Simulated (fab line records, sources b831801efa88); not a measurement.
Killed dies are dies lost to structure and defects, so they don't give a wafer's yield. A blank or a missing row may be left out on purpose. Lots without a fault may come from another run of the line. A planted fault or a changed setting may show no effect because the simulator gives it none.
Which tool did it? | flow sky130 | 12 lots, 36 wafers sampled, at 2 steps of a route of 708

WHAT THE GAUGES READ, wafer by wafer
SKY_METAL2_CD_MEAS_15: target cd 140 nm. Usual: cd_nm 139.9 nm, standard deviation 1.6.
lot  | measured     | on        | cd_nm (nm)        | flag
L319 | day 34 19:07 | cd_sem-02 | 140.0 138.3 138.6 |
L320 | day 35 14:58 | cd_sem-02 | 141.5 141.2 141.2 |
L326 | day 37 18:08 | cd_sem-01 | 138.1 139.5 139.9 |
L328 | day 38 03:07 | cd_sem-01 | 137.2 136.2 135.9 |
L329 | day 38 19:32 | cd_sem-01 | 139.8 139.7 139.4 |
L333 | day 39 18:47 | cd_sem-02 | 140.5 138.7 138.0 |
L334 | day 40 05:02 | cd_sem-01 | 140.1 139.2 140.0 |
L336 | day 40 10:39 | cd_sem-02 | 142.3 141.1 141.8 |
L337 | day 40 20:14 | cd_sem-01 | 141.9 138.8 141.4 |
L339 | day 41 06:11 | cd_sem-02 | 141.4 140.2 140.3 |
L340 | day 41 10:09 | cd_sem-01 | 138.7 140.3 139.3 |
L341 | day 41 18:20 | cd_sem-01 | 138.4 139.1 139.8 |

SKY_VIA2_THK_MEAS_01. Usual: VIA2_HDPCVD_THK 1181 nm, standard deviation 11.
lot  | measured     | on            | VIA2_HDPCVD_THK (nm) | flag
L319 | day 34 20:09 | film_metro-04 | 1180 1197 1178       |
L320 | day 35 16:02 | film_metro-03 | 1155 1175 1188       |
L326 | day 37 19:11 | film_metro-04 | 1187 1195 1185       |
L328 | day 38 04:23 | film_metro-04 | 1192 1176 1197       |
L329 | day 38 20:38 | film_metro-03 | 1190 1194 1182       |
L333 | day 39 19:52 | film_metro-02 | 1177 1191 1166       |
L334 | day 40 06:26 | film_metro-03 | 1171 1168 1177       |
L336 | day 40 11:44 | film_metro-04 | 1195 1184 1194       |
L337 | day 40 21:16 | film_metro-04 | 1195 1183 1177       |
L339 | day 41 07:18 | film_metro-03 | 1199 1184 1183       |
L340 | day 41 11:12 | film_metro-04 | 1163 1170 1174       |
L341 | day 41 19:23 | film_metro-02 | 1181 1182 1192       |

WHICH TOOL RAN EACH LOT (tool, then ch and the chambers of the sampled wafers, then the start)
The record holds no process step before these readings.

WHAT THE TOOLS THEMSELVES READ (means of the sampled wafers that have a number; where no wafer has one, the mark that the record gives instead)
The record holds no such reading with a usual standard deviation.

THE ANSWER, worked out from the rows above alone
Rule: a lot is off if the mean of its wafers that have a number lies more than 3 standard deviations from the usual mean. A lot without any number at a reading at which 4 lots or more have one is off too. The other lots that the step has rows for count as sound. The gauges are gone through in route order, then the tools' own readings, and for those a lot's mean is taken as printed above. The first step at which some lot is off is used, and at that step the reading that is off furthest; a lot without a number counts as furthest.
No lot is off at any reading shown: from this, nothing can be told.

WHAT THE SIMULATOR HAD PUT IN
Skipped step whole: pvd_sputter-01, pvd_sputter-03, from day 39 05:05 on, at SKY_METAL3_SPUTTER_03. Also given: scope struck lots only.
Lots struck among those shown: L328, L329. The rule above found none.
